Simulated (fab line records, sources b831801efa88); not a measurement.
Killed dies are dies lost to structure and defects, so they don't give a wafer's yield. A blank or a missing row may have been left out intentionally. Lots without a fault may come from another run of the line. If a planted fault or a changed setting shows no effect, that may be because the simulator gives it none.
fab line records ; flow sky130
[record] lots = 15; wafers = 45; lastDay = 50
route steps=708 shown METAL5@664 PASSIVATION@682 PAD_OPEN@701
lots that met no fault: from a run of the same line without faults
startH: hours from the record's first day to the start of the lot's first wafer shown ; waitH: how many hours have passed since the lot's step before this one ; " the same as in the row above ; L1.1+2: several wafers, shown together as one row ; - no value present, or no start provided ; * or withheld: withheld ; < > ~ a bound
route shown NAME@n: names a module that has steps shown in the file, with the first one's number in the route ; usual: average and standard deviation across the fault-free wafers ; same: alike in all rows ; chamber/n: place in a boat ; sites: the reading at each site ; _std_site: the standard deviation of these ; _edge_site: inner sites' mean taken away from outer sites' mean ; radiusMm: for every site, how far away it sits from the centre of the wafer ; mask NAME#n: copy n ; behind: the last tool/chamber to shape the wafer ; hold: why the lot was held/for how many hours/how that ended ; device: transistor that didn't switch, given as n, p or np ; end of line: tests run on the same wafers once the route is complete ; a step given without rows: its recipe and nothing more ; killed: at the first sort, the dies lost to defects and structure; wafer yield is something else ; map: a wafer's dies, x killed, . not, _ none there
set.NAME: setting as actually run; set.NAME@STEP: the setting as run at that earlier step ; model.NAME: the simulator's own value behind a step, which no gauge read
a sample of lots followed through the steps of the route, with each step as a table and each wafer as a row
services: the hour from which a tool's chamber was out of use, counted from the record's first day as startH (under 0 if before that day), plus the number of hours and why
[[steps]]
[step SKY_METAL5_SPUTTER_03]
[recipe] material = Ti; targetThkNm = 5; powerW = 3000; timeS = 3.3; chamberPressurePa = 0.4
[usual] throttleValvePct = 29.6/1
lot.wafer;tool;chamber;startH;waitH;throttleValvePct
L102.1;pvdSputter-03;-;1002.82;0.0;28.8
L102.5;pvdSputter-03;-;1002.82;0.0;31.1
L102.6;pvdSputter-03;-;1002.82;0.0;28.4
L104.3;pvdSputter-03;-;1016.76;0.0;29.1
L104.4;pvdSputter-03;-;1016.76;0.0;28.4
L104.6;pvdSputter-03;-;1016.76;0.0;28.6
L105.3;pvdSputter-01;-;1023.82;0.0;29.9
L105.4;pvdSputter-01;-;1023.82;0.0;30.7
L105.5;pvdSputter-01;-;1023.82;0.0;29.4
L106.1;pvdSputter-01;-;1030.64;0.0;30.3
L106.2;pvdSputter-01;-;1030.64;0.0;30.2
L106.3;pvdSputter-01;-;1030.64;0.0;29.5
L108.2;pvdSputter-01;-;1053.24;0.0;29.8
L108.3;pvdSputter-01;-;1053.24;0.0;30.6
L108.6;pvdSputter-01;-;1053.24;0.0;30.2
L111.1;pvdSputter-02;-;1059.56;0.0;28.2
L111.2;pvdSputter-02;-;1059.56;0.0;28.5
L111.3;pvdSputter-02;-;1059.56;0.0;29.8
L112.2;pvdSputter-01;-;1062.05;0.0;30.3
L112.3;pvdSputter-01;-;1062.05;0.0;30.1
L112.5;pvdSputter-01;-;1062.05;0.0;30.0
L113.3;pvdSputter-01;-;1070.09;0.0;29.4
L113.5;pvdSputter-01;-;1070.09;0.0;30.3
L113.6;pvdSputter-01;-;1070.09;0.0;30.7
L114.3;pvdSputter-01;-;1075.58;0.0;30.7
L114.5;pvdSputter-01;-;1075.58;0.0;29.4
L114.6;pvdSputter-01;-;1075.58;0.0;30.0
L118.1;pvdSputter-02;-;1123.28;0.0;28.7
L118.2;pvdSputter-02;-;1123.28;0.0;30.2
L118.3;pvdSputter-02;-;1123.28;0.0;30.8
L120.4;pvdSputter-03;-;1124.04;0.0;29.0
L120.5;pvdSputter-03;-;1124.04;0.0;29.3
L120.6;pvdSputter-03;-;1124.04;0.0;28.5
L121.2;pvdSputter-03;-;1125.88;0.0;31.1
L121.5;pvdSputter-03;-;1125.88;0.0;27.9
L121.6;pvdSputter-03;-;1125.88;0.0;31.0
L123.3;pvdSputter-03;-;1135.03;0.0;31.0
L123.4;pvdSputter-03;-;1135.03;0.0;29.3
L123.6;pvdSputter-03;-;1135.03;0.0;28.6
L124.4;pvdSputter-03;-;1135.71;0.0;30.8
L124.5;pvdSputter-03;-;1135.71;0.0;28.2
L124.6;pvdSputter-03;-;1135.71;0.0;29.1
L125.2;pvdSputter-03;-;1141.06;0.0;29.2
L125.3;pvdSputter-03;-;1141.06;0.0;30.9
L125.4;pvdSputter-03;-;1141.06;0.0;29.0
[step SKY_PASSIVATION_THK_MEAS_01]
[recipe] reads = SiO2_of_PASSIVATION_CVD_00
[usual] PASSIVATION_CVD_00_THK = 89.9/1.1
lot.wafer;tool;chamber;startH;waitH;PASSIVATION_CVD_00_THK[nm]
L102.1;filmMetro-01;-;1025.95;-;89.1
L102.5;filmMetro-01;-;1025.95;-;90.0
L102.6;filmMetro-01;-;1025.95;-;91.3
L104.3;filmMetro-04;-;1040.41;-;87.7
L104.4;filmMetro-04;-;1040.41;-;90.5
L104.6;filmMetro-04;-;1040.41;-;88.8
L105.3;filmMetro-02;-;1046.31;-;89.0
L105.4;filmMetro-02;-;1046.31;-;90.3
L105.5;filmMetro-02;-;1046.31;-;91.4
L106.1;filmMetro-04;-;1053.94;-;88.9
L106.2;filmMetro-04;-;1053.94;-;91.6
L106.3;filmMetro-04;-;1053.94;-;89.2
L108.2;filmMetro-01;-;1075.35;-;89.7
L108.3;filmMetro-01;-;1075.35;-;90.4
L108.6;filmMetro-01;-;1075.35;-;91.8
L111.1;filmMetro-04;-;1081.81;-;89.2
L111.2;filmMetro-04;-;1081.81;-;88.6
L111.3;filmMetro-04;-;1081.81;-;88.7
L112.2;filmMetro-02;-;1083.59;-;89.3
L112.3;filmMetro-02;-;1083.59;-;88.9
L112.5;filmMetro-02;-;1083.59;-;90.4
L113.3;filmMetro-01;-;1091.37;-;89.3
L113.5;filmMetro-01;-;1091.37;-;90.2
L113.6;filmMetro-01;-;1091.37;-;90.9
L114.3;filmMetro-01;-;1097.76;-;90.8
L114.5;filmMetro-01;-;1097.76;-;91.4
L114.6;filmMetro-01;-;1097.76;-;90.9
L118.1;filmMetro-02;-;1142.28;-;87.2
L118.2;filmMetro-02;-;1142.28;-;89.3
L118.3;filmMetro-02;-;1142.28;-;88.1
L120.4;filmMetro-01;-;1143.70;-;90.3
L120.5;filmMetro-01;-;1143.70;-;89.3
L120.6;filmMetro-01;-;1143.70;-;91.4
L121.2;filmMetro-01;-;1145.66;-;89.2
L121.5;filmMetro-01;-;1145.66;-;91.0
L121.6;filmMetro-01;-;1145.66;-;91.4
L123.3;filmMetro-04;-;1154.14;-;88.5
L123.4;filmMetro-04;-;1154.14;-;90.6
L123.6;filmMetro-04;-;1154.14;-;90.3
L124.4;filmMetro-01;-;1154.77;-;91.5
L124.5;filmMetro-01;-;1154.77;-;89.0
L124.6;filmMetro-01;-;1154.77;-;90.9
L125.2;filmMetro-02;-;1159.58;-;89.5
L125.3;filmMetro-02;-;1159.58;-;88.8
L125.4;filmMetro-02;-;1159.58;-;91.1
[step SKY_PASSIVATION_THK_MEAS_03]
[recipe] reads = Si3N4_of_PASSIVATION_CVD_02
[usual] PASSIVATION_CVD_02_THK = 536/7.4
lot.wafer;tool;chamber;startH;waitH;PASSIVATION_CVD_02_THK[nm]
L102.1;filmMetro-02;-;1026.23;-;529
L102.5;filmMetro-02;-;1026.23;-;535
L102.6;filmMetro-02;-;1026.23;-;535
L104.3;filmMetro-04;-;1040.70;-;533
L104.4;filmMetro-04;-;1040.70;-;550
L104.6;filmMetro-04;-;1040.70;-;544
L105.3;filmMetro-04;-;1046.71;-;538
L105.4;filmMetro-04;-;1046.71;-;540
L105.5;filmMetro-04;-;1046.71;-;541
L106.1;filmMetro-04;-;1054.34;-;537
L106.2;filmMetro-04;-;1054.34;-;527
L106.3;filmMetro-04;-;1054.34;-;541
L108.2;filmMetro-02;-;1075.64;-;527
L108.3;filmMetro-02;-;1075.64;-;538
L108.6;filmMetro-02;-;1075.64;-;541
L111.1;filmMetro-01;-;1082.09;-;537
L111.2;filmMetro-01;-;1082.09;-;539
L111.3;filmMetro-01;-;1082.09;-;535
L112.2;filmMetro-01;-;1083.88;-;537
L112.3;filmMetro-01;-;1083.88;-;535
L112.5;filmMetro-01;-;1083.88;-;544
L113.3;filmMetro-01;-;1091.65;-;533
L113.5;filmMetro-01;-;1091.65;-;541
L113.6;filmMetro-01;-;1091.65;-;534
L114.3;filmMetro-02;-;1098.05;-;543
L114.5;filmMetro-02;-;1098.05;-;547
L114.6;filmMetro-02;-;1098.05;-;541
L118.1;filmMetro-02;-;1142.57;-;523
L118.2;filmMetro-02;-;1142.57;-;516
L118.3;filmMetro-02;-;1142.57;-;522
L120.4;filmMetro-04;-;1143.98;-;554
L120.5;filmMetro-04;-;1143.98;-;547
L120.6;filmMetro-04;-;1143.98;-;550
L121.2;filmMetro-02;-;1145.94;-;529
L121.5;filmMetro-02;-;1145.94;-;538
L121.6;filmMetro-02;-;1145.94;-;533
L123.3;filmMetro-02;-;1154.42;-;517
L123.4;filmMetro-02;-;1154.42;-;539
L123.6;filmMetro-02;-;1154.42;-;526
L124.4;filmMetro-01;-;1155.06;-;541
L124.5;filmMetro-01;-;1155.06;-;541
L124.6;filmMetro-01;-;1155.06;-;543
L125.2;filmMetro-01;-;1159.86;-;516
L125.3;filmMetro-01;-;1159.86;-;533
L125.4;filmMetro-01;-;1159.86;-;528
[step SKY_PAD_OPEN_ETCH_07]
[recipe] chemistry = CF4/O2; targetDepthNm = 725; stopOn = AlCu; sourceW = 800; biasW = 150; pressureMtorr = 150; cf4FlowSccm = 80; O2_flow_sccm = 10; timeS = 161.1
[usual] O2_flow_sccm = 10.00/0.034; biasW = 150.1/0.47; drypumpMotorCurrentA = 5.4/0.41; oesProductAu = 0.975/0.0077; throttleValvePct = 5.964/0.0088
lot.wafer;tool;chamber;startH;waitH;O2_flow_sccm;biasW;drypumpMotorCurrentA;oesProductAu;rfHoursCounterH;throttleValvePct
L102.1;rieDiel-04;3;1070.00;-;10.04;150.1;6.1;0.969;16;5.949
L102.5;rieDiel-04;3;1070.00;-;10.05;150.3;6.1;0.964;-;5.963
L102.6;rieDiel-04;2;1070.00;-;9.99;150.8;5.0;0.982;-;5.962
L104.3;rieDiel-03;0;1083.22;-;9.98;149.9;5.4;0.967;21;5.982
L104.4;rieDiel-03;1;1083.22;-;9.94;149.2;5.4;0.977;17;5.966
L104.6;rieDiel-03;1;1083.22;-;9.98;148.9;5.4;0.978;-;5.954
L105.3;rieDiel-04;2;1089.15;-;10.04;150.4;5.1;0.979;24;5.973
L105.4;rieDiel-04;0;1089.15;-;9.97;149.9;5.0;0.979;25;5.956
L105.5;rieDiel-04;3;1089.15;-;9.94;149.7;6.1;0.983;-;5.964
L106.1;rieDiel-02;1;1095.75;-;9.98;150.0;5.9;0.979;13;5.952
L106.2;rieDiel-02;0;1095.75;-;9.98;150.1;5.0;0.973;16;5.954
L106.3;rieDiel-02;3;1095.75;-;10.01;149.6;5.8;0.970;27;5.959
L108.2;rieDiel-04;0;1115.27;-;10.01;150.4;5.0;0.964;26;5.962
L108.3;rieDiel-04;2;1115.27;-;9.98;149.9;5.0;0.972;25;5.963
L108.6;rieDiel-04;2;1115.27;-;9.99;150.2;5.1;0.981;-;5.958
L111.1;rieDiel-04;0;1122.50;-;9.95;149.8;5.0;0.980;26;5.958
L111.2;rieDiel-04;3;1122.50;-;9.92;149.2;6.1;0.981;18;5.962
L111.3;rieDiel-04;1;1122.50;-;9.99;150.3;5.9;0.979;21;5.958
L112.2;rieDiel-02;0;1124.35;-;-;-;-;-;-;-
L112.3;rieDiel-02;3;1124.35;-;-;-;-;-;-;-
L112.5;rieDiel-02;3;1124.35;-;-;-;-;-;-;-
L113.3;rieDiel-02;1;1131.85;-;-;-;-;-;-;-
L113.5;rieDiel-02;0;1131.85;-;-;-;-;-;-;-
L113.6;rieDiel-02;3;1131.85;-;-;-;-;-;-;-
L114.3;rieDiel-02;2;1136.87;-;-;-;-;-;-;-
L114.5;rieDiel-02;1;1136.87;-;-;-;-;-;-;-
L114.6;rieDiel-02;2;1136.87;-;-;-;-;-;-;-
L118.1;rieDiel-04;0;1177.70;-;10.03;150.5;5.0;0.955;28;5.961
L118.2;rieDiel-04;2;1177.70;-;10.00;150.9;5.1;0.958;28;5.939
L118.3;rieDiel-04;3;1177.70;-;9.98;150.1;6.1;0.967;20;5.952
L120.4;rieDiel-03;0;1177.82;-;10.00;150.4;5.4;0.991;24;5.959
L120.5;rieDiel-03;3;1177.82;-;10.03;150.0;5.0;0.987;-;5.961
L120.6;rieDiel-03;2;1177.82;-;10.00;150.0;5.3;0.978;-;5.959
L121.2;rieDiel-02;0;1180.10;-;9.99;150.3;5.1;0.972;20;5.975
L121.5;rieDiel-02;3;1180.10;-;10.01;149.8;5.8;0.981;-;5.959
L121.6;rieDiel-02;0;1180.10;-;10.00;150.0;5.1;0.979;-;5.950
L123.3;rieDiel-03;0;1188.00;-;9.99;150.7;5.4;0.962;24;5.958
L123.4;rieDiel-03;2;1188.00;-;9.96;150.5;5.2;0.978;29;5.960
L123.6;rieDiel-03;2;1188.00;-;9.94;149.8;5.3;0.954;-;5.967
L124.4;rieDiel-03;3;1189.07;-;10.03;150.4;5.0;0.979;18;5.972
L124.5;rieDiel-03;1;1189.07;-;9.97;150.9;5.3;0.979;-;5.969
L124.6;rieDiel-03;2;1189.07;-;10.01;149.5;5.3;0.974;-;5.977
L125.2;rieDiel-04;0;1193.12;-;10.02;150.4;5.0;0.963;29;5.957
L125.3;rieDiel-04;3;1193.12;-;10.01;150.1;6.1;0.975;21;5.961
L125.4;rieDiel-04;1;1193.12;-;10.02;149.3;5.9;0.974;23;5.961
[[services]]
tool;chamber;startH;hours;kind
rieDiel-02;-;982.95;0.9;repair
rieDiel-02;-;994.05;0.5;repair
pvdSputter-03;-;999.83;1.9;repair
pvdSputter-01;-;1008.39;2.2;repair
rieDiel-02;3;1015.17;3.8;repair
pvdSputter-03;-;1029.83;0.6;repair
rieDiel-02;1;1030.39;7.6;repair
rieDiel-03;-;1047.44;0.3;repair
pvdSputter-03;-;1054.86;1.7;repair
pvdSputter-03;-;1069.94;2.9;repair
rieDiel-02;1;1076.88;3.5;repair
rieDiel-02;2;1087.29;28.0;repair
rieDiel-03;3;1091.19;3.0;repair
rieDiel-02;1;1101.56;4.4;repair
rieDiel-02;-;1112.76;7.0;repair
rieDiel-04;3;1117.63;3.8;repair
rieDiel-03;-;1121.25;14.6;pm
rieDiel-02;2;1126.45;3.4;repair
pvdSputter-01;-;1130.45;3.5;repair
rieDiel-03;1;1139.88;9.1;repair
rieDiel-04;1;1143.81;4.8;repair
rieDiel-02;-;1148.49;5.0;repair
pvdSputter-02;-;1176.54;10.7;repair
[[key]]
[firstSign] step = SKY_PAD_OPEN_ETCH_07; reading = toolRecord; direction = missing
effect none on later readings
metAt SKY_PAD_OPEN_ETCH_07
struckLots L112,L113,L114
laterRowsLeftOut L112.2,L112.3,L112.5,L113.3,L113.5,L113.6,L114.3,L114.5,L114.6
sortLeftOut L112.2,L112.3,L112.5,L113.3,L113.5,L113.6,L114.3,L114.5,L114.6
notActingAt SKY_METAL5_SPUTTER_03,SKY_PASSIVATION_THK_MEAS_01,SKY_PASSIVATION_THK_MEAS_03
onsetBetween 1095.75 1124.35
[fault] kind = skippedStepWhole; tool = rieDiel-02; chamber = -; onsetH = 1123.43; steps = SKY_PAD_OPEN_ETCH_07; scope = struckLotsOnly
// sortLeftOut: the simulated sort isn't trusted on such a fault, so these wafers' sort isn't shown, and their yield isn't known
// laterRowsLeftOut: the simulator's readings of these wafers behind a module that went badly wrong aren't trusted and aren't shown, but for the sort
